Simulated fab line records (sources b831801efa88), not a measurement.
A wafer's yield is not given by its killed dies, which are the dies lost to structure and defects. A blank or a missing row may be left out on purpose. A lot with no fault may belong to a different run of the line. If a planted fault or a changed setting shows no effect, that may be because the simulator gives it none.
The same fault as seen by 2 desks	flow gf180mcu	each desk holds nothing but its own numbers, with what lay behind them at the end

== METROLOGY DESK ==
What the gauges read, lot by lot, whatever tool the lot ran on: means of the sampled wafers that have a number. If a lot's mean is further than 4 standard deviations from the usual mean, the lot is out of limits and carries the mark OUT (the distance appears in the brackets).
Columns: A = M4_ALCU_RS at GF_M4_RS_MEAS_05, usual 0.0694 ohm/sq; B = V5_CVD_02_THK at GF_V5_THK_MEAS_03, usual 1455 nm
lot	first seen here	A	B
L785	day 22 11:01	0.0700	1443
L786	day 22 22:10	0.0695	1481
L787	day 23 06:31	0.0683	1438
L789	day 23 21:34	0.0685	1447
L791	day 24 15:44	0.0693	1466
L792	day 24 21:29	0.0695	1452
L793	day 25 09:29	0.0696	1460
L794	day 25 16:41	0.0691	1454
L795	day 25 21:58	0.0691	1444
L799	day 27 10:54	0.0695	1442
L803	day 28 09:02	0.0686	1450
L804	day 28 14:24	0.0696	1454
L805	day 28 22:49	0.0704	1481
Result from this desk: across the 13 lots, nothing is out of limits.

== TOOL OWNER'S DESK, ilineStepper-01 ==
The tool's own readings at GF_PASSIVATION_EXPOSE_08 (exposes mask Pad, target cd 40000 nm): means of the sampled wafers that have a number, for each lot that ran on this tool. If a lot's mean is further than 4 standard deviations from the usual mean, the lot is out of limits and carries the mark OUT (the distance appears in the brackets).
Columns: A = exposureDoseMJCm2 at GF_PASSIVATION_EXPOSE_08, usual 309.98
lot	first seen here	A
L787	day 29 05:00	309.97
L791	day 30 09:27	309.69
L793	day 31 02:16	291.97 (-62) OUT
L795	day 31 12:15	292.12 (-62) OUT
This desk finds L793, L795 out of limits, L793 being first, at day 31 02:16 (exposureDoseMJCm2 at GF_PASSIVATION_EXPOSE_08). Within limits: L787, L791.

== TAKEN TOGETHER ==
On L793, L795, at day 31 02:16, an alarm was possible from the tool owner's desk.
Nothing out of limits was seen by the metrology desk.
The metrology desk has L793, L795 on record, within its limits.
On ilineStepper-01, each named lot ran GF_PASSIVATION_EXPOSE_08.

== WHAT THE SIMULATOR HAD INSERTED ==
Process parameters drifting: ilineStepper-01 at GF_PASSIVATION_EXPOSE_08, beginning at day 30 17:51. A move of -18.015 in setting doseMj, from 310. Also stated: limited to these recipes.
Struck lots among those shown: L793, L795.
Time in hours from fault onset to the first out-of-limits reading at each desk: the tool owner's desk, 8.
